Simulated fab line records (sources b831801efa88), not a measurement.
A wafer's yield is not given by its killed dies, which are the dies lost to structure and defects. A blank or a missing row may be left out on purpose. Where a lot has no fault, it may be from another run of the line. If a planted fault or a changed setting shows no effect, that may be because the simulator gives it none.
fab line records	flow sky130
record: lots: 13	wafers: 39	last-day: 50
route steps=708 shown GATE_OXIDE@203 VIA4@659 METAL5@677 PASSIVATION@693 PAD_OPEN@708
lots that met no fault: from a run of the same line without faults
start-h: hours from the record's opening day to when the first of the lot's shown wafers began	wait-h: hours since the lot's step before	" the same as in the row above	L1.1+2: several wafers, shown together as one row	- value missing, or start not given	* or withheld: withheld	< > ~ a bound
route shown NAME@n: names a module that has steps shown in the file, with the first one's number in the route	usual: mean/standard deviation taken from wafers without a fault	same: alike in all rows	chamber/n: place in a boat	sites: readings site by site	_std_site: standard deviation of those values	_edge_site: outer sites' mean less inner sites'	radius-mm: for every site, how far away it sits from the centre of the wafer	mask NAME#n: copy n	behind: the most recent tool/chamber to have shaped the wafer	hold: cause of the lot's hold/its duration in hours/its outcome	device: whichever transistor did not switch (one of n, p or np)	end of line: tests run on the same wafers once the route is complete	a step without rows: its recipe alone	killed: dies that structure and defects cost at the first sort, which is not the same as the wafer's yield	map: dies across one wafer; x = killed, . = not, _ = none there
set.NAME: the setting the step ran with; set.NAME@STEP: the setting that earlier step ran with	model.NAME: the simulator's own value behind a step, which no gauge read
a sample of lots followed through the steps of the route, with each step as a table and each wafer as a row
services: from which hour (start-h, from the record's first day; less than 0 if before it) a tool's chamber was out of use, for how many hours, and why
== steps ==
step: SKY_GATE_OXIDE_OXIDATION_16
recipe: temp-c: 800	ambient: O2	idle-temp-c: 700	ramp-up-c-per-min: 10	ramp-down-c-per-min: 3	stabilise-s: 600	purge-s: 300	target-thk-a: 35.7	ox-time-s: 1915
usual: spike-tc-centre-C: 800.5/1.2
same: ox-time-s: 1915
lot.wafer	tool	chamber	start-h	wait-h	spike-tc-centre-C
L963.2	furnace-01	0	306.20	1.0	800.6
L963.3	"	0	"	"	801.0
L963.6	"	0	"	"	802.5
L964.1	furnace-01	0	314.61	0.0	799.2
L964.3	"	0	"	"	800.0
L964.4	"	0	"	"	798.9
L966.3	furnace-02	0	338.00	0.0	801.2
L966.4	"	0	"	"	800.2
L966.5	"	0	"	"	801.7
L967.1	furnace-01	0	357.97	0.1	798.8
L967.2	"	0	"	"	800.8
L967.5	"	0	"	"	799.4
L969.1	furnace-02	0	392.70	0.9	801.5
L969.4	"	0	"	"	801.2
L969.6	"	0	"	"	801.9
L970.1	furnace-02	0	392.70	0.8	800.3
L970.2	"	0	"	"	802.1
L970.4	"	0	"	"	800.6
L973.3	furnace-02	0	392.70	0.8	800.3
L973.4	"	0	"	"	801.6
L973.6	"	0	"	"	800.5
L974.3	furnace-01	0	405.13	1.4	800.8
L974.5	"	0	"	"	801.0
L974.6	"	0	"	"	802.6
L976.2	furnace-01	0	416.40	1.0	801.7
L976.5	"	0	"	"	802.1
L976.6	"	0	"	"	800.1
L977.1	furnace-01	0	429.63	0.0	799.0
L977.2	"	0	"	"	799.7
L977.4	"	0	"	"	799.5
L980.1	furnace-01	0	452.98	0.0	799.5
L980.3	"	0	"	"	799.8
L980.5	"	0	"	"	800.9
L985.1	furnace-01	0	520.12	0.6	800.1
L985.3	"	0	"	"	801.2
L985.5	"	0	"	"	799.7
L986.1	furnace-01	0	520.12	0.9	798.8
L986.3	"	0	"	"	796.4
L986.4	"	0	"	"	799.9
step: SKY_VIA4_THK_MEAS_20
recipe: thk-meas-gauge: xrf	reads: W_of_VIA4_CVD_18
usual: VIA4_W_THK: 489/7.8
lot.wafer	tool	chamber	start-h	wait-h	VIA4_W_THK[nm]
L963.2	film-metro-01	-	1001.11	0.1	481
L963.3	"	-	"	"	493
L963.6	"	-	"	"	495
L964.1	film-metro-03	-	1005.59	0.1	485
L964.3	"	-	"	"	489
L964.4	"	-	"	"	487
L966.3	film-metro-02	-	1026.92	0.1	482
L966.4	"	-	"	"	475
L966.5	"	-	"	"	475
L967.1	film-metro-01	-	1041.04	0.1	493
L967.2	"	-	"	"	506
L967.5	"	-	"	"	504
L969.1	film-metro-01	-	1089.33	0.1	502
L969.4	"	-	"	"	502
L969.6	"	-	"	"	497
L973.3	film-metro-01	-	1090.44	0.1	482
L973.4	"	-	"	"	490
L973.6	"	-	"	"	489
L970.1	film-metro-02	-	1092.89	0.1	482
L970.2	"	-	"	"	487
L970.4	"	-	"	"	485
L974.3	film-metro-02	-	1094.36	0.1	481
L974.5	"	-	"	"	481
L974.6	"	-	"	"	483
L976.2	film-metro-02	-	1095.38	0.1	491
L976.5	"	-	"	"	491
L976.6	"	-	"	"	488
L977.1	film-metro-02	-	1095.74	0.1	490
L977.2	"	-	"	"	482
L977.4	"	-	"	"	490
L980.1	film-metro-03	-	1106.81	0.1	480
L980.3	"	-	"	"	483
L980.5	"	-	"	"	479
L985.1	film-metro-02	-	1153.65	0.1	480
L985.3	"	-	"	"	477
L985.5	"	-	"	"	478
L986.1	film-metro-01	-	1154.76	0.1	488
L986.3	"	-	"	"	485
L986.4	"	-	"	"	486
step: SKY_METAL5_STRIP_16
recipe: chemistry: O2/N2	power-w: 1400	pressure-mtorr: 1500	platen-temp-c: withheld	o2-flow-sccm: 3000	n2-flow-sccm: 300	overash-fraction: 0.5
usual: drypump-motor-current-A: 5.6/0.4	oes-product-au: 0.710/0.0046	strip-time-to-endpoint-s: 13.17/0.12
lot.wafer	tool	chamber	start-h	wait-h	drypump-motor-current-A	oes-product-au	rf-hours-counter-h	strip-time-to-endpoint-s
L963.2	plasma-asher-01	0	1025.87	0.2	5.5	0.711	89	13.11
L963.3	"	1	"	"	5.0	0.708	-	13.25
L963.6	"	1	"	"	5.0	0.711	-	13.27
L964.1	plasma-asher-04	0	1030.26	0.2	5.9	0.702	125	13.09
L964.3	"	1	"	"	6.2	0.716	-	13.14
L964.4	"	0	"	"	5.9	0.713	-	13.14
L966.3	plasma-asher-04	0	1049.78	0.3	5.9	0.712	-	13.35
L966.4	"	1	"	"	6.2	0.708	-	13.28
L966.5	"	0	"	"	5.9	0.704	-	13.37
L967.1	plasma-asher-01	0	1064.18	0.4	5.5	0.707	92	13.13
L967.2	"	1	"	"	5.0	0.714	92	13.01
L967.5	"	1	"	"	5.0	0.713	-	13.18
L969.1	plasma-asher-01	1	1109.13	0.4	5.0	0.707	97	13.26
L969.4	"	0	"	"	5.5	0.703	-	13.24
L969.6	"	0	"	"	5.5	0.711	-	13.22
L973.3	plasma-asher-04	0	1110.66	0.3	5.8	0.713	-	13.18
L973.4	"	1	"	"	6.2	0.719	-	13.20
L973.6	"	1	"	"	6.2	0.712	-	13.15
L970.1	plasma-asher-01	0	1113.04	0.4	5.5	0.716	98	13.01
L970.2	"	1	"	"	5.0	0.712	98	13.12
L970.4	"	1	"	"	4.9	0.709	-	13.05
L974.3	plasma-asher-03	0	1114.64	0.1	5.6	0.715	-	13.25
L974.5	"	1	"	"	5.3	0.716	-	13.16
L974.6	"	0	"	"	5.5	0.714	-	13.02
L976.2	plasma-asher-03	1	1115.71	0.2	5.3	0.711	35	13.18
L976.5	"	1	"	"	5.3	0.712	-	13.26
L976.6	"	0	"	"	5.5	0.706	-	13.17
L977.1	plasma-asher-04	0	1116.33	0.2	5.9	0.710	5	13.47
L977.2	"	1	"	"	6.2	0.724	5	13.10
L977.4	"	1	"	"	6.2	0.712	-	13.15
L980.1	plasma-asher-03	1	1127.43	0.2	5.3	0.711	36	13.24
L980.3	"	0	"	"	5.6	0.712	-	13.31
L980.5	"	0	"	"	5.6	0.712	-	13.25
L985.1	plasma-asher-04	1	1171.88	0.2	6.2	0.713	11	13.20
L985.3	"	0	"	"	5.9	0.709	-	13.27
L985.5	"	0	"	"	5.9	0.696	-	13.22
L986.1	plasma-asher-04	1	1172.98	0.2	6.2	0.714	11	13.26
L986.3	"	1	"	"	6.2	0.715	-	13.30
L986.4	"	0	"	"	5.8	0.712	-	13.17
step: SKY_PASSIVATION_STRIP_12
recipe: chemistry: O2/N2	power-w: 1400	pressure-mtorr: 1500	platen-temp-c: withheld	overash-fraction: 0.7	o2-flow-sccm: 3000	n2-flow-sccm: 300
usual: drypump-motor-current-A: 5.6/0.43	oes-product-au: 0.660/0.0046	strip-time-to-endpoint-s: 31.34/0.18
lot.wafer	tool	chamber	start-h	wait-h	drypump-motor-current-A	oes-product-au	rf-hours-counter-h	strip-time-to-endpoint-s
L963.2	plasma-asher-04	1	1048.16	0.1	6.2	0.659	126	31.29
L963.3	"	0	"	"	5.9	0.666	-	31.47
L963.6	"	0	"	"	5.9	0.663	-	31.25
L964.1	plasma-asher-03	0	1052.32	0.1	5.5	0.662	30	31.32
L964.3	"	0	"	"	5.5	0.659	-	31.55
L964.4	"	1	"	"	5.3	0.668	-	31.41
L966.3	plasma-asher-02	1	1072.21	0.1	4.9	0.658	-	31.55
L966.4	"	0	"	"	5.5	0.661	-	31.38
L966.5	"	0	"	"	5.5	0.666	-	31.49
L967.1	plasma-asher-04	0	1085.67	0.1	5.9	0.658	2	31.47
L967.2	"	1	"	"	6.2	0.647	2	31.46
L967.5	"	0	"	"	5.9	0.665	-	31.57
L969.1	plasma-asher-02	1	1129.77	0.1	4.9	0.657	73	30.92
L969.4	"	1	"	"	4.9	0.666	-	31.13
L969.6	"	1	"	"	4.9	0.661	-	31.09
L973.3	plasma-asher-02	1	1131.01	0.1	4.9	0.657	-	31.18
L973.4	"	0	"	"	5.5	0.672	-	31.35
L973.6	"	1	"	"	4.9	0.663	-	31.33
L970.1	plasma-asher-04	1	1134.01	0.1	6.2	0.658	7	31.19
L970.2	"	0	"	"	5.8	0.658	7	31.40
L970.4	"	1	"	"	6.2	0.667	-	31.00
L974.3	plasma-asher-02	1	1135.35	0.1	4.9	0.665	-	31.39
L974.5	"	1	"	"	4.9	0.661	-	31.08
L974.6	"	0	"	"	5.5	0.659	-	31.35
L976.2	plasma-asher-02	1	1136.42	0.1	4.9	0.658	74	31.13
L976.5	"	0	"	"	5.5	0.663	-	31.30
L976.6	"	1	"	"	4.9	0.653	-	31.21
L977.1	plasma-asher-04	0	1137.12	0.1	5.9	0.657	7	31.49
L977.2	"	1	"	"	6.2	0.657	7	31.60
L977.4	"	1	"	"	6.2	0.660	-	31.79
L980.1	plasma-asher-04	0	1148.11	0.1	5.9	0.662	8	31.17
L980.3	"	0	"	"	5.9	0.661	-	31.19
L980.5	"	0	"	"	5.9	0.653	-	31.06
L985.1	plasma-asher-04	0	1187.86	0.1	5.9	0.664	12	31.26
L985.3	"	1	"	"	6.2	0.658	-	31.52
L985.5	"	1	"	"	6.2	0.655	-	31.46
L986.1	plasma-asher-02	1	1189.92	0.1	4.9	0.652	79	31.28
L986.3	"	0	"	"	5.5	0.661	-	31.57
L986.4	"	1	"	"	5.0	0.665	-	31.46
step: SKY_PAD_OPEN_PROBE_99
usual: killed_at_M0_to_M3: 43/7.3	killed_at_M4_up: 3.5/2.2	killed-at-contacts: 24/5.3	killed-at-front-end: 15/4.2	killed-at-other: 0.3/0.67	killed-dies: 86/9.8	killed-on-rim: 17/3.8	killed-open: 47/7.2	killed-short: 39/6.5
same: gross-dies: 492	killed-at-back-side: 0
lot.wafer	tool	chamber	start-h	wait-h	killed_at_M0_to_M3	killed_at_M4_up	killed-at-contacts	killed-at-front-end	killed-at-other	killed-dies	killed-on-rim	killed-open	killed-short
L963.2	prober-01	-	1072.65	0.1	36	4	31	17	0	88	17	45	43
L963.3	prober-01	-	1072.70	0.2	45	2	36	17	0	100	27	60	40
L963.6	prober-01	-	1072.85	0.2	46	4	36	16	1	103	19	56	47
L964.1	prober-02	-	1077.02	0.1	43	7	31	13	0	94	22	48	42
L964.3	prober-02	-	1077.12	0.2	42	5	16	20	0	83	21	45	38
L964.4	prober-02	-	1077.17	0.2	31	4	21	14	1	71	14	32	39
L966.3	prober-02	-	1095.19	0.2	51	2	24	16	0	93	21	53	40
L966.4	prober-02	-	1095.24	0.2	47	2	22	13	0	84	14	50	31
L966.5	prober-02	-	1095.29	0.2	46	1	35	16	0	98	16	61	37
L967.1	prober-01	-	1107.47	0.1	46	0	30	13	0	89	13	46	43
L967.2	prober-01	-	1107.52	0.1	34	2	29	18	0	83	20	50	31
L967.5	prober-01	-	1107.67	0.2	41	3	31	12	0	87	22	42	45
L969.1	prober-01	-	1152.61	0.1	38	1	34	13	2	88	21	48	36
L969.4	prober-01	-	1152.76	0.2	46	3	23	21	3	96	16	51	45
L969.6	prober-01	-	1152.86	0.2	39	2	19	23	2	85	16	44	40
L973.3	prober-02	-	1154.21	0.2	44	4	24	6	2	80	17	50	30
L973.4	prober-02	-	1154.26	0.2	35	12	18	7	2	74	21	42	29
L973.6	prober-02	-	1154.36	0.2	44	1	29	15	1	90	16	46	42
L970.1	prober-01	-	1155.61	0.1	41	5	19	18	0	83	19	48	35
L970.2	prober-01	-	1155.66	0.1	50	3	21	12	0	86	18	47	39
L970.4	prober-01	-	1155.76	0.2	39	2	19	7	0	67	16	29	38
L974.3	prober-02	-	1157.21	0.2	44	4	21	15	0	84	14	44	40
L974.5	prober-02	-	1157.31	0.2	36	1	17	16	1	71	10	38	32
L974.6	prober-02	-	1157.36	0.2	37	3	30	24	0	94	12	43	51
L976.2	prober-02	-	1158.66	0.1	34	1	18	16	0	69	19	38	31
L976.5	prober-02	-	1158.81	0.2	40	0	22	13	0	75	15	44	31
L976.6	prober-02	-	1158.86	0.2	45	4	16	13	0	78	12	37	41
L977.1	prober-02	-	1160.41	0.4	31	2	25	153	0	211	36	39	29
L977.2	prober-02	-	1160.46	0.4	24	1	21	150	0	196	42	31	26
L977.4	prober-02	-	1160.56	0.5	32	3	23	156	0	214	47	38	32
L980.1	prober-02	-	1169.90	0.1	37	2	19	163	0	221	46	41	30
L980.3	prober-02	-	1170.00	0.2	27	4	13	164	1	209	39	27	33
L980.5	prober-02	-	1170.10	0.2	40	2	28	151	0	221	44	53	32
L985.3	prober-02	-	1205.74	0.2	41	3	13	11	1	69	13	31	36
L985.5	prober-02	-	1205.84	0.2	39	1	17	21	0	78	16	44	33
L986.1	prober-01	-	1207.04	0.1	47	2	30	22	0	101	19	53	44
L986.3	prober-01	-	1207.14	0.2	45	0	26	18	0	89	15	39	50
L986.4	prober-01	-	1207.19	0.2	51	4	20	19	0	94	11	47	47
killed by level:class
L963.2 CONTACT:geometric-particle:open=8 LI_CONTACT:geometric-particle:open=7 METAL1:geometric-particle:short=7 VIA1:geometric-particle:open=7 VIA3:geometric-particle:open=7 FIELD_ISO:geometric-particle:short=6 LOCAL_INTERCONNECT:geometric-particle:short=6 CONTACT:geometric-particle:short=6
L963.3 LI_CONTACT:geometric-particle:open=17 VIA3:geometric-particle:open=10 CONTACT:geometric-particle:open=9 METAL2:geometric-particle:short=7 VIA1:geometric-particle:open=6 VIA1:geometric-particle:short=6 FIELD_ISO:geometric-particle:open=5 CONTACT:geometric-particle:short=5
L963.6 VIA1:geometric-particle:open=12 LI_CONTACT:geometric-particle:open=11 CONTACT:geometric-particle:open=10 CONTACT:geometric-particle:short=10 METAL2:geometric-particle:short=8 FIELD_ISO:geometric-particle:short=6 VIA3:geometric-particle:open=6 VIA1:geometric-particle:short=5
L964.1 VIA1:geometric-particle:open=13 LOCAL_INTERCONNECT:geometric-particle:short=7 METAL1:geometric-particle:short=7 CONTACT:geometric-particle:open=6 LI_CONTACT:geometric-particle:open=6 VIA2:geometric-particle:open=6 LI_CONTACT:geometric-particle:short=5 CONTACT:geometric-particle:short=4
L964.3 VIA2:geometric-particle:open=9 VIA1:geometric-particle:open=8 LI_CONTACT:geometric-particle:open=6 METAL2:geometric-particle:short=6 FIELD_ISO:geometric-particle:open=5 CONTACT:geometric-particle:open=5 METAL1:geometric-particle:short=5 METAL4:geometric-particle:short=5
L964.4 LI_CONTACT:geometric-particle:open=7 METAL1:geometric-particle:short=6 VIA3:geometric-particle:open=6 METAL2:geometric-particle:short=6 POLY_GATE:geometric-particle:short=5 LOCAL_INTERCONNECT:geometric-particle:short=5 VIA1:geometric-particle:open=5 POLY_GATE:geometric-particle:open=4
L966.3 VIA1:geometric-particle:open=10 CONTACT:geometric-particle:open=9 VIA2:geometric-particle:open=8 VIA2:geometric-particle:short=8 VIA3:geometric-particle:open=7 LOCAL_INTERCONNECT:geometric-particle:short=7 FIELD_ISO:geometric-particle:open=6 VIA1:geometric-particle:short=5
L966.4 VIA1:geometric-particle:open=10 LI_CONTACT:geometric-particle:open=9 CONTACT:geometric-particle:open=8 VIA2:geometric-particle:open=7 VIA1:geometric-particle:short=6 VIA3:geometric-particle:open=5 POLY_GATE:geometric-particle:short=4 METAL2:geometric-particle:short=4
L966.5 VIA1:geometric-particle:open=14 CONTACT:geometric-particle:open=11 VIA3:geometric-particle:open=11 LI_CONTACT:geometric-particle:open=9 VIA2:geometric-particle:open=8 FIELD_ISO:geometric-particle:short=6 LI_CONTACT:geometric-particle:short=6 LOCAL_INTERCONNECT:geometric-particle:short=5
L967.1 CONTACT:geometric-particle:open=15 VIA1:geometric-particle:open=9 VIA1:geometric-particle:short=8 LI_CONTACT:geometric-particle:open=7 FIELD_ISO:geometric-particle:short=6 METAL1:geometric-particle:short=6 LOCAL_INTERCONNECT:geometric-particle:short=5 VIA3:geometric-particle:short=5
L967.2 CONTACT:geometric-particle:open=16 VIA1:geometric-particle:open=10 VIA2:geometric-particle:open=7 POLY_GATE:geometric-particle:short=6 LI_CONTACT:geometric-particle:open=5 LOCAL_INTERCONNECT:geometric-particle:short=4 VIA2:geometric-particle:short=4 VIA3:geometric-particle:open=4
L967.5 CONTACT:geometric-particle:open=11 VIA1:geometric-particle:short=8 LI_CONTACT:geometric-particle:open=7 VIA1:geometric-particle:open=6 POLY_GATE:geometric-particle:short=6 CONTACT:geometric-particle:short=6 METAL1:geometric-particle:short=5 VIA3:geometric-particle:open=5
L969.1 CONTACT:geometric-particle:open=14 LI_CONTACT:geometric-particle:open=9 VIA1:geometric-particle:open=7 LOCAL_INTERCONNECT:geometric-particle:short=5 VIA1:geometric-particle:short=5 METAL2:geometric-particle:short=5 VIA2:geometric-particle:open=5 VIA2:geometric-particle:short=5
L969.4 CONTACT:geometric-particle:open=9 VIA3:geometric-particle:open=8 VIA1:geometric-particle:open=8 VIA1:geometric-particle:short=7 FIELD_ISO:geometric-particle:open=5 FIELD_ISO:geometric-particle:short=5 METAL1:geometric-particle:short=5 CONTACT:geometric-particle:short=4
L969.6 CONTACT:geometric-particle:open=10 FIELD_ISO:geometric-particle:open=6 LOCAL_INTERCONNECT:geometric-particle:short=5 METAL1:geometric-particle:short=5 VIA1:geometric-particle:open=5 VIA3:geometric-particle:open=5 METAL3:geometric-particle:short=5 POLY_GATE:geometric-particle:open=4
L973.3 VIA1:geometric-particle:open=17 CONTACT:geometric-particle:open=11 VIA2:geometric-particle:open=6 METAL1:geometric-particle:short=5 LI_CONTACT:geometric-particle:open=4 LOCAL_INTERCONNECT:geometric-particle:short=4 VIA3:geometric-particle:open=4 METAL2:geometric-particle:short=4
L973.4 VIA1:geometric-particle:open=12 CONTACT:geometric-particle:open=7 LI_CONTACT:geometric-particle:open=5 METAL1:geometric-particle:short=4 METAL2:geometric-particle:short=4 CONTACT:geometric-particle:short=3 VIA2:geometric-particle:open=3 METAL3:geometric-particle:short=3
L973.6 CONTACT:geometric-particle:open=12 METAL3:geometric-particle:short=9 VIA1:geometric-particle:open=9 CONTACT:geometric-particle:short=7 VIA2:geometric-particle:open=7 POLY_GATE:geometric-particle:open=5 VIA1:geometric-particle:short=5 LI_CONTACT:geometric-particle:open=5
L970.1 VIA1:geometric-particle:open=16 FIELD_ISO:geometric-particle:short=9 VIA2:geometric-particle:open=8 CONTACT:geometric-particle:open=5 LI_CONTACT:geometric-particle:open=5 METAL4:geometric-particle:short=5 METAL2:geometric-particle:short=4 LOCAL_INTERCONNECT:geometric-particle:open=3
L970.2 VIA1:geometric-particle:open=13 LOCAL_INTERCONNECT:geometric-particle:short=8 VIA2:geometric-particle:open=6 VIA2:geometric-particle:short=5 LI_CONTACT:geometric-particle:open=5 VIA3:geometric-particle:open=5 CONTACT:geometric-particle:open=4 VIA1:geometric-particle:short=4
L970.4 METAL2:geometric-particle:short=10 VIA1:geometric-particle:open=7 CONTACT:geometric-particle:open=6 LOCAL_INTERCONNECT:geometric-particle:short=4 VIA1:geometric-particle:short=4 VIA2:geometric-particle:open=4 METAL3:geometric-particle:short=4 LI_CONTACT:geometric-particle:open=3
L974.3 CONTACT:geometric-particle:open=10 VIA1:geometric-particle:open=8 METAL2:geometric-particle:short=8 POLY_GATE:geometric-particle:short=5 LI_CONTACT:geometric-particle:open=5 VIA2:geometric-particle:open=5 FIELD_ISO:geometric-particle:open=4 METAL1:geometric-particle:short=4
L974.5 METAL1:geometric-particle:short=7 LI_CONTACT:geometric-particle:open=6 VIA1:geometric-particle:open=6 CONTACT:geometric-particle:open=5 VIA3:geometric-particle:open=5 FIELD_ISO:geometric-particle:open=3 VIA1:geometric-particle:short=3 POLY_GATE:geometric-particle:short=3
L974.6 CONTACT:geometric-particle:open=12 FIELD_ISO:geometric-particle:short=9 LOCAL_INTERCONNECT:geometric-particle:short=7 FIELD_ISO:geometric-particle:open=6 METAL1:geometric-particle:short=6 VIA2:geometric-particle:open=6 CONTACT:geometric-particle:short=5 VIA1:geometric-particle:open=5
L976.2 LI_CONTACT:geometric-particle:open=8 METAL2:geometric-particle:short=6 VIA2:geometric-particle:open=5 METAL3:geometric-particle:short=5 VIA3:geometric-particle:open=5 VIA3:geometric-particle:short=5 FIELD_ISO:geometric-particle:open=4 FIELD_ISO:geometric-particle:short=4
L976.5 VIA1:geometric-particle:open=10 LI_CONTACT:geometric-particle:open=8 VIA3:geometric-particle:open=8 POLY_GATE:geometric-particle:short=5 VIA2:geometric-particle:open=5 VIA3:geometric-particle:short=5 CONTACT:geometric-particle:open=4 LOCAL_INTERCONNECT:geometric-particle:short=4
L976.6 VIA3:geometric-particle:open=11 METAL2:geometric-particle:short=10 LI_CONTACT:geometric-particle:open=7 VIA3:geometric-particle:short=6 VIA2:geometric-particle:open=5 FIELD_ISO:geometric-particle:short=4 LOCAL_INTERCONNECT:geometric-particle:short=4 VIA1:geometric-particle:open=4
L977.1 GATE_OXIDE:unspecified=143 VIA1:geometric-particle:open=11 CONTACT:geometric-particle:open=9 CONTACT:geometric-particle:short=8 METAL2:geometric-particle:short=4 FIELD_ISO:geometric-particle:open=3 POLY_GATE:geometric-particle:open=3 METAL1:geometric-particle:short=3
L977.2 GATE_OXIDE:unspecified=139 CONTACT:geometric-particle:open=8 VIA1:geometric-particle:open=8 VIA2:geometric-particle:open=7 LI_CONTACT:geometric-particle:short=4 FIELD_ISO:geometric-particle:short=3 LI_CONTACT:geometric-particle:open=3 LOCAL_INTERCONNECT:geometric-particle:short=3
L977.4 GATE_OXIDE:unspecified=144 LI_CONTACT:geometric-particle:open=8 CONTACT:geometric-particle:open=7 VIA3:geometric-particle:open=6 FIELD_ISO:geometric-particle:open=5 VIA1:geometric-particle:open=5 VIA2:geometric-particle:short=5 CONTACT:geometric-particle:short=4
L980.1 GATE_OXIDE:unspecified=149 VIA1:geometric-particle:open=8 LI_CONTACT:geometric-particle:open=6 VIA3:geometric-particle:short=6 VIA2:geometric-particle:open=5 CONTACT:geometric-particle:open=5 METAL1:geometric-particle:short=5 VIA3:geometric-particle:open=5
L980.3 GATE_OXIDE:unspecified=149 POLY_GATE:geometric-particle:open=7 METAL3:geometric-particle:short=7 METAL2:geometric-particle:short=5 CONTACT:geometric-particle:open=5 VIA1:geometric-particle:open=5 METAL4:geometric-particle:short=4 METAL1:geometric-particle:short=3
L980.5 GATE_OXIDE:unspecified=135 CONTACT:geometric-particle:open=13 LI_CONTACT:geometric-particle:open=8 VIA2:geometric-particle:open=8 METAL1:geometric-particle:short=7 POLY_GATE:geometric-particle:open=5 VIA1:geometric-particle:short=5 VIA1:geometric-particle:open=5
L985.3 VIA1:geometric-particle:open=7 VIA1:geometric-particle:short=6 CONTACT:geometric-particle:open=5 METAL1:geometric-particle:short=5 VIA2:geometric-particle:short=5 METAL2:geometric-particle:short=4 VIA2:geometric-particle:open=4 VIA3:geometric-particle:open=4
L985.5 VIA2:geometric-particle:open=8 VIA1:geometric-particle:open=8 LI_CONTACT:geometric-particle:open=7 POLY_GATE:geometric-particle:short=6 FIELD_ISO:geometric-particle:open=5 METAL2:geometric-particle:short=5 VIA3:geometric-particle:open=4 CONTACT:geometric-particle:open=4
L986.1 CONTACT:geometric-particle:open=14 VIA1:geometric-particle:open=12 LI_CONTACT:geometric-particle:open=7 VIA3:geometric-particle:open=7 METAL1:geometric-particle:short=6 FIELD_ISO:geometric-particle:short=5 VIA1:geometric-particle:short=5 METAL2:geometric-particle:short=5
L986.3 CONTACT:geometric-particle:open=11 VIA1:geometric-particle:open=11 FIELD_ISO:geometric-particle:short=9 METAL2:geometric-particle:short=9 METAL1:geometric-particle:short=7 VIA2:geometric-particle:short=6 VIA2:geometric-particle:open=5 LI_CONTACT:geometric-particle:short=4
L986.4 VIA1:geometric-particle:open=10 VIA2:geometric-particle:open=10 FIELD_ISO:geometric-particle:short=8 CONTACT:geometric-particle:open=7 LI_CONTACT:geometric-particle:open=7 VIA3:geometric-particle:open=6 POLY_GATE:geometric-particle:short=6 METAL2:geometric-particle:short=5
== services ==
tool	chamber	start-h	hours	kind
plasma-asher-02	-	305.27	8.1	repair
plasma-asher-03	-	321.34	79.3	repair
furnace-02	-	362.90	3.1	pm
plasma-asher-02	-	372.68	1.0	repair
plasma-asher-03	-	386.16	2.4	repair
furnace-01	-	395.08	3.4	pm
plasma-asher-03	-	412.70	9.3	repair
plasma-asher-02	-	421.25	9.0	pm
plasma-asher-04	-	430.45	1.8	repair
plasma-asher-03	-	432.30	28.1	pm
plasma-asher-03	-	472.60	0.9	repair
plasma-asher-02	-	481.33	0.7	repair
plasma-asher-02	-	532.27	2.8	pm
furnace-01	-	563.31	4.7	pm
furnace-01	-	647.55	2.1	pm
furnace-01	-	666.28	3.5	pm
plasma-asher-04	-	686.57	4.2	repair
furnace-01	-	730.45	2.8	pm
plasma-asher-04	-	847.56	7.3	repair
plasma-asher-04	-	899.29	0.5	repair
furnace-01	-	900.27	3.4	pm
furnace-01	-	929.40	4.7	pm
plasma-asher-04	-	1055.25	9.0	pm
furnace-01	-	1066.45	3.5	pm
== key ==
first-sign: step: SKY_PAD_OPEN_PROBE_99	reading: killed-at-front-end	direction: up	sigmas: 34	usual: 15	struck: 156
effect: step: SKY_PAD_OPEN_PROBE_99	reading: killed-dies	direction: up	sigmas: 13	usual: 86	struck: 212
met-at SKY_GATE_OXIDE_OXIDATION_16
struck-lots L977,L980
tester-left-out L977,L980
not-acting-at SKY_VIA4_THK_MEAS_20,SKY_METAL5_STRIP_16,SKY_PASSIVATION_STRIP_12
onset-between 416.40 429.63
fault: kind: chamber-particle-source	tool: furnace-01	chamber: -	onset-h: 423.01	steps: SKY_GATE_OXIDE_OXIDATION_16	rate-per-visit-cm2: 0.72666	end-h: 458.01
tester-left-out: of these lots the tester's yield and bins aren't shown, on N5 and GAA mostly nor the transistor test; their killed dies are dies lost to structure and defects alone, not to doping, threshold or leakage, so they don't give the yield
